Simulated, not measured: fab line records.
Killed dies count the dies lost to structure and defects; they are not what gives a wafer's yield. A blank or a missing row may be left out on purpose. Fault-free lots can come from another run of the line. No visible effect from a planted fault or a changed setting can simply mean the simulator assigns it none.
Which tool was responsible? / flow gf180mcu / 33 wafers from 11 lots sampled at 4 of the route's 602 steps

WHAT THE GAUGES SHOWED, per wafer
GF_V3_THK_MEAS_03.
lot=L888; measured=day 21 08:19; on=filmMetro-02; V3_CVD_02_THK (nm)=849 852 862
lot=L889; measured=day 21 19:04; on=filmMetro-02; V3_CVD_02_THK (nm)=838 857 858
lot=L891; measured=day 22 14:58; on=filmMetro-03; V3_CVD_02_THK (nm)=835 858 839
lot=L893; measured=day 23 08:07; on=filmMetro-02; V3_CVD_02_THK (nm)=837 828 846
lot=L894; measured=day 23 13:20; on=filmMetro-03; V3_CVD_02_THK (nm)=838 839 856
lot=L895; measured=day 23 23:46; on=filmMetro-03; V3_CVD_02_THK (nm)=861 863 874
lot=L899; measured=day 25 12:38; on=filmMetro-02; V3_CVD_02_THK (nm)=1521 1527 841 1521 1527 841
lot=L900; measured=day 25 21:22; on=filmMetro-04; V3_CVD_02_THK (nm)=1522 856 845 1522 857 844
lot=L909; measured=day 28 09:01; on=filmMetro-04; V3_CVD_02_THK (nm)=823 826 843
lot=L910; measured=day 28 16:00; on=filmMetro-03; V3_CVD_02_THK (nm)=828 858 854
lot=L911; measured=day 29 01:19; on=filmMetro-04; V3_CVD_02_THK (nm)=836 827 841

WHICH TOOL RAN EACH LOT (tool, then ch and the chambers of the sampled wafers, then the start)
lot=L888; GF_M3_SPUTTER_01=pvdSputter-01, day 20 07:43; GF_M3_METAL_ETCH_16=rieMetal-01 ch 0, day 21 07:25; GF_V3_CVD_02=pecvd-02 ch 0,2, day 21 08:14
lot=L889; GF_M3_SPUTTER_01=pvdSputter-03, day 20 17:25; GF_M3_METAL_ETCH_16=rieMetal-01 ch 0, day 21 18:04; GF_V3_CVD_02=pecvd-02 ch 1,2, day 21 18:59
lot=L891; GF_M3_SPUTTER_01=pvdSputter-01, day 21 13:50; GF_M3_METAL_ETCH_16=rieMetal-04 ch 0,1, day 22 14:01; GF_V3_CVD_02=pecvd-02 ch 0,1,2, day 22 14:52
lot=L893; GF_M3_SPUTTER_01=pvdSputter-03, day 22 07:23; GF_M3_METAL_ETCH_16=rieMetal-01 ch 0,1, day 23 07:14; GF_V3_CVD_02=pecvd-04 ch 0,2, day 23 08:04
lot=L894; GF_M3_SPUTTER_01=pvdSputter-04, day 22 13:21; GF_M3_METAL_ETCH_16=rieMetal-04 ch 1, day 23 12:28; GF_V3_CVD_02=pecvd-04 ch 0,1, day 23 13:16
lot=L895; GF_M3_SPUTTER_01=pvdSputter-04, day 22 23:50; GF_M3_METAL_ETCH_16=rieMetal-03 ch 0,1, day 23 22:54; GF_V3_CVD_02=pecvd-04 ch 0,1,2, day 23 23:41
lot=L899; GF_M3_SPUTTER_01=pvdSputter-03, day 24 13:30; GF_M3_METAL_ETCH_16=rieMetal-04 ch 0,1, day 25 11:47; GF_V3_CVD_02=pecvd-02 ch 0,1,2, day 25 12:34
lot=L900; GF_M3_SPUTTER_01=pvdSputter-01, day 24 22:10; GF_M3_METAL_ETCH_16=rieMetal-03 ch 0, day 25 20:25; GF_V3_CVD_02=pecvd-02 ch 0,1,2, day 25 21:17
lot=L909; GF_M3_SPUTTER_01=pvdSputter-01, day 27 11:59; GF_M3_METAL_ETCH_16=rieMetal-04 ch 0,1, day 28 08:07; GF_V3_CVD_02=pecvd-04 ch 0,1, day 28 08:56
lot=L910; GF_M3_SPUTTER_01=pvdSputter-01, day 27 19:02; GF_M3_METAL_ETCH_16=rieMetal-01 ch 0,1, day 28 15:07; GF_V3_CVD_02=pecvd-01 ch 0,1,2, day 28 15:55
lot=L911; GF_M3_SPUTTER_01=pvdSputter-03, day 28 04:56; GF_M3_METAL_ETCH_16=rieMetal-01 ch 0,1, day 29 00:28; GF_V3_CVD_02=pecvd-04 ch 0,1,2, day 29 01:15
- GF_M3_SPUTTER_01: material TiN, target thk 30 nm, time 25 s.
- GF_M3_METAL_ETCH_16: etches the open film in Cl2/BCl3, stops on SiO2, target depth 750.8 nm, time 125.1 s.
- GF_V3_CVD_02: deposits SiO2 from TEOS, target thk 850 nm, time 94.851 s.

AS READ BY THE TOOLS THEMSELVES (means over the sampled wafers that have a number; for cases with no such wafer, the mark the record gives instead)
GF_M3_SPUTTER_01.
lot=L888; tool=pvdSputter-01; throttleValvePct (%)=30.6
lot=L889; tool=pvdSputter-03; throttleValvePct (%)=28.9
lot=L891; tool=pvdSputter-01; throttleValvePct (%)=30.5
lot=L893; tool=pvdSputter-03; throttleValvePct (%)=29.8
lot=L894; tool=pvdSputter-04; throttleValvePct (%)=30.3
lot=L895; tool=pvdSputter-04; throttleValvePct (%)=30.3
lot=L899; tool=pvdSputter-03; throttleValvePct (%)=30.4
lot=L900; tool=pvdSputter-01; throttleValvePct (%)=30.2
lot=L909; tool=pvdSputter-01; throttleValvePct (%)=30.6
lot=L910; tool=pvdSputter-01; throttleValvePct (%)=30.2
lot=L911; tool=pvdSputter-03; throttleValvePct (%)=29.7

GF_M3_METAL_ETCH_16.
lot=L888; tool=rieMetal-01; chamberPressureMTorr (mTorr)=8.007; drypumpMotorCurrentA (A)=5.6; oesProductAu (a.u.)=0.992; throttleValvePct (%)=28.228
lot=L889; tool=rieMetal-01; chamberPressureMTorr (mTorr)=8.002; drypumpMotorCurrentA (A)=5.6; oesProductAu (a.u.)=0.994; throttleValvePct (%)=28.226
lot=L891; tool=rieMetal-04; chamberPressureMTorr (mTorr)=8.006; drypumpMotorCurrentA (A)=5.9; oesProductAu (a.u.)=0.992; throttleValvePct (%)=28.228
lot=L893; tool=rieMetal-01; chamberPressureMTorr (mTorr)=7.997; drypumpMotorCurrentA (A)=5.7; oesProductAu (a.u.)=0.985; throttleValvePct (%)=28.235
lot=L894; tool=rieMetal-04; chamberPressureMTorr (mTorr)=7.994; drypumpMotorCurrentA (A)=5.0; oesProductAu (a.u.)=0.993; throttleValvePct (%)=28.236
lot=L895; tool=rieMetal-03; chamberPressureMTorr (mTorr)=8.003; drypumpMotorCurrentA (A)=6.1; oesProductAu (a.u.)=0.990; throttleValvePct (%)=28.235
lot=L899; tool=rieMetal-04; chamberPressureMTorr (mTorr)=8.006; drypumpMotorCurrentA (A)=5.4; oesProductAu (a.u.)=0.997; throttleValvePct (%)=28.225
lot=L900; tool=rieMetal-03; chamberPressureMTorr (mTorr)=7.999; drypumpMotorCurrentA (A)=5.7; oesProductAu (a.u.)=1.002; throttleValvePct (%)=28.231
lot=L909; tool=rieMetal-04; chamberPressureMTorr (mTorr)=7.997; drypumpMotorCurrentA (A)=5.9; oesProductAu (a.u.)=0.991; throttleValvePct (%)=28.230
lot=L910; tool=rieMetal-01; chamberPressureMTorr (mTorr)=8.002; drypumpMotorCurrentA (A)=5.7; oesProductAu (a.u.)=0.996; throttleValvePct (%)=28.219
lot=L911; tool=rieMetal-01; chamberPressureMTorr (mTorr)=7.995; drypumpMotorCurrentA (A)=5.7; oesProductAu (a.u.)=0.989; throttleValvePct (%)=28.227

GF_V3_CVD_02.
lot=L888; tool=pecvd-02; heaterPowerOuterW (W)=418; heaterPowerW (W)=713
lot=L889; tool=pecvd-02; heaterPowerOuterW (W)=378; heaterPowerW (W)=660
lot=L891; tool=pecvd-02; heaterPowerOuterW (W)=393; heaterPowerW (W)=681
lot=L893; tool=pecvd-04; heaterPowerOuterW (W)=390; heaterPowerW (W)=677
lot=L894; tool=pecvd-04; heaterPowerOuterW (W)=419; heaterPowerW (W)=741
lot=L895; tool=pecvd-04; heaterPowerOuterW (W)=398; heaterPowerW (W)=657
lot=L899; tool=pecvd-02; heaterPowerOuterW (W)=391; heaterPowerW (W)=676
lot=L900; tool=pecvd-02; heaterPowerOuterW (W)=438; heaterPowerW (W)=738
lot=L909; tool=pecvd-04; heaterPowerOuterW (W)=429; heaterPowerW (W)=724
lot=L910; tool=pecvd-01; heaterPowerOuterW (W)=307; heaterPowerW (W)=558
lot=L911; tool=pecvd-04; heaterPowerOuterW (W)=397; heaterPowerW (W)=657

THE ANSWER, worked out from the rows above alone
Rule: what is usual is taken from the lots themselves. Put in order of their means at a reading, lots are off if they are a third of the lots or fewer, leave a main group of 4 or more, and stand apart from it by a gap of 3 or more times the standard deviation of the main group's means; of several such gaps the widest counts. A main group is skipped when, at the precision printed for the reading in the tables above, its means are all equal. Also off: a lot with no number at a reading for which 4 or more lots have one. Any other lot the step has rows for is counted as sound. Order of review: gauges by route order, followed by the tools' own readings, for which a lot's mean as printed above is used. At the first step where some lot is off, the reading lying furthest off is the one used; lots without a number count as furthest.
Off: L899, L900, seen at GF_V3_THK_MEAS_03 (V3_CVD_02_THK). The main group has a mean of 845 nm with a standard deviation of 10.
A tool fits if, at a process step before that reading, it ran every lot that is off, and no sound lot after the first of them. Those tools and the gauges at GF_V3_THK_MEAS_03 are tried in the same way. One fits: GF_V3_CVD_02 on pecvd-02. Its last sound lot is L891 (day 22 14:52), its first lot that is off L899 (day 25 12:34): a fault that began between those two fits.

WHAT THE SIMULATOR HAD INSERTED
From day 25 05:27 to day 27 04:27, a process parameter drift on pecvd-02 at GF_V3_CVD_02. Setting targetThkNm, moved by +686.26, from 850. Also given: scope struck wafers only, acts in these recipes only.
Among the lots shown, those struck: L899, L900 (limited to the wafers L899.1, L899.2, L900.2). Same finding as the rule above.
